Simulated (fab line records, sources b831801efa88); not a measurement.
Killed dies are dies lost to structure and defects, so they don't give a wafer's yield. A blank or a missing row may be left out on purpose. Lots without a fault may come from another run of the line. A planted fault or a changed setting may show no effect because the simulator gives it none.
One fault seen from 2 desks | flow gf180mcu | each desk has only its own numbers; what lay behind them comes last

THE METROLOGY DESK
What the gauges read, lot by lot, whatever tool the lot ran on: means of the sampled wafers that have a number. A lot is out of limits, marked OUT, if its mean lies more than 4 standard deviations from the usual mean; the brackets give that distance.
Columns: A = cd_nm at GF_M4_CD_MEAS_14, usual 280.3 nm
lot  | first seen here | A
L856 | day 24 16:40    | 280.4
L857 | day 24 17:19    | 278.4
L858 | day 25 10:01    | 282.0
L859 | day 25 11:35    | 279.8
L860 | day 25 19:07    | 280.1
L867 | day 27 17:01    | 301.9 (+22) OUT
L868 | day 28 03:22    | 297.5 (+17) OUT
L870 | day 28 15:45    | 280.7
L874 | day 29 09:09    | 280.2
L875 | day 29 23:55    | 281.3
L876 | day 30 05:11    | 280.3
This desk's finding: out of limits on L867, L868; first on L867, day 27 17:01 (cd_nm at GF_M4_CD_MEAS_14). In limits: L856, L857, L858, L859, L860, L870, L874, L875, L876.

THE TOOL OWNER'S DESK: litho_track-02
The tool's own readings at GF_M4_SOFTBAKE_10 (time 60 s): means of the sampled wafers that have a number, for each lot that ran on this tool. A lot is out of limits, marked OUT, if its mean lies more than 4 standard deviations from the usual mean; the brackets give that distance.
Columns: A = heater_power_total_W at GF_M4_SOFTBAKE_10, usual 93.05 W; B = plate_temp_C at GF_M4_SOFTBAKE_10, usual 129.97 C
lot  | first seen here | A                       | B
L856 | day 24 05:41    | 93.04                   | 130.02
L857 | day 24 06:35    | 93.02                   | 129.92
L867 | day 27 07:26    | 83.02 (-99 or more) OUT | 119.20 (-77) OUT
L868 | day 27 17:50    | 82.99 (-99 or more) OUT | 119.42 (-75) OUT
This desk's finding: out of limits on L867, L868; first on L867, day 27 07:26 (heater_power_total_W at GF_M4_SOFTBAKE_10). In limits: L856, L857.

PUT TOGETHER
The tool owner's desk could have raised an alarm at day 27 07:26, on L867, L868.
The metrology desk could have raised an alarm at day 27 17:01, on L867, L868.
Of the lots named, all ran GF_M4_SOFTBAKE_10 on litho_track-02.

WHAT THE SIMULATOR HAD PUT IN
Process parameter drift: litho_track-02, from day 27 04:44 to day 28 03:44, at GF_M4_SOFTBAKE_10. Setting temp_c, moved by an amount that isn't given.
Lots struck among those shown: L867, L868.
Hours from the fault's start to each desk's first reading out of limits: the tool owner's desk, 3; the metrology desk, 12.
